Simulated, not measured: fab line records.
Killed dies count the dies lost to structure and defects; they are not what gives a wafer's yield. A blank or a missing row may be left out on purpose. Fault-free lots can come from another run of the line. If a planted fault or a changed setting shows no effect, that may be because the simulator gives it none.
The tool behind it: which one? + flow sky130 + Sampling: 12 lots, 36 wafers, 4 of 708 route steps

WHAT EACH GAUGE READ, for each wafer
SKY_METAL5_THK_MEAS_06: measures by xrf.
| lot  | measured     | on            | METAL5_ALCU_THK (nm) |
|------|--------------|---------------|----------------------|
| L075 | day 43 01:26 | film-metro-03 | 1142 1153 1159       |
| L078 | day 43 14:34 | film-metro-03 | 1123 1127 1132       |
| L079 | day 44 03:22 | film-metro-02 | 1161 1144 1154       |
| L081 | day 44 19:32 | film-metro-02 | 1164 1151 1150       |
| L082 | day 45 05:55 | film-metro-03 | 1132 1138 1139       |
| L084 | day 45 20:17 | film-metro-03 | 1131 1140 1143       |
| L087 | day 46 06:13 | film-metro-03 | 1166 1158 1162       |
| L089 | day 46 23:44 | film-metro-03 | 1162 1167 1169       |
| L091 | day 47 04:52 | film-metro-02 | 1140 1150 1143       |
| L093 | day 47 21:30 | film-metro-02 | 1126 1121 1112       |
| L095 | day 48 05:08 | film-metro-03 | 1136 1152 1141       |
| L097 | day 48 10:02 | film-metro-01 | 1142 1146 1137       |

EACH LOT AND THE TOOL THAT RAN IT (in order: tool; ch and the chambers of the sampled wafers; start)
| lot  | SKY_METAL4_SPUTTER_02        | SKY_METAL4_ETCH_17                 | SKY_METAL5_SPUTTER_02        |
|------|------------------------------|------------------------------------|------------------------------|
| L075 | pvd-sputter-01, day 39 22:03 | rie-diel-04 ch 0,1,2, day 41 23:17 | pvd-sputter-02, day 43 01:10 |
| L078 | pvd-sputter-03, day 40 11:51 | rie-diel-02 ch 1,3, day 42 12:15   | pvd-sputter-01, day 43 14:19 |
| L079 | pvd-sputter-03, day 41 00:49 | rie-diel-02 ch 2,3, day 43 01:56   | pvd-sputter-04, day 44 03:07 |
| L081 | pvd-sputter-02, day 41 18:34 | rie-diel-03 ch 0,3, day 43 18:14   | pvd-sputter-02, day 44 19:16 |
| L082 | pvd-sputter-02, day 42 07:02 | rie-diel-03 ch 1,2, day 44 05:53   | pvd-sputter-01, day 45 05:41 |
| L084 | pvd-sputter-03, day 42 21:02 | rie-diel-03 ch 2,3, day 44 20:01   | pvd-sputter-04, day 45 20:02 |
| L087 | pvd-sputter-02, day 43 09:56 | rie-diel-02 ch 0,1,3, day 45 07:05 | pvd-sputter-02, day 46 05:59 |
| L089 | pvd-sputter-03, day 44 04:05 | rie-diel-03 ch 0,3, day 46 00:28   | pvd-sputter-01, day 46 23:28 |
| L091 | pvd-sputter-01, day 44 09:59 | rie-diel-02 ch 0,1,3, day 46 05:26 | pvd-sputter-01, day 47 04:37 |
| L093 | pvd-sputter-02, day 45 05:14 | rie-diel-02 ch 1,3, day 46 22:50   | pvd-sputter-04, day 47 21:15 |
| L095 | pvd-sputter-03, day 45 12:17 | rie-diel-02 ch 0,1,2, day 47 06:59 | pvd-sputter-02, day 48 04:52 |
| L097 | pvd-sputter-03, day 45 18:56 | rie-diel-04 ch 1,2,3, day 47 12:02 | pvd-sputter-04, day 48 09:47 |
- SKY_METAL4_SPUTTER_02: material AlCu, target thk 735 nm, time 39.1 s.
- SKY_METAL4_ETCH_17: etches SiO2 in C4F8/O2/Ar, stops on TiN, time 3.9 s, target depth 15 nm.
- SKY_METAL5_SPUTTER_02: material AlCu, target thk 1150 nm, time 61.2 s.

THE ANSWER, worked out from the rows above alone
Rule: what is usual is taken from the lots themselves. Put in order of their means at a reading, lots are off if they are a third of the lots or fewer, leave a main group of 4 or more, and stand apart from it by a gap of 3 or more times the standard deviation of the main group's means; of several such gaps the widest counts. A main group is skipped when, at the precision printed for the reading in the tables above, its means are all equal. Also off: a lot with no number at a reading for which 4 or more lots have one. The other lots that the step has rows for count as sound.
No lot is off on any of the readings shown, so nothing can be concluded from this.

WHAT THE SIMULATOR HAD INSERTED
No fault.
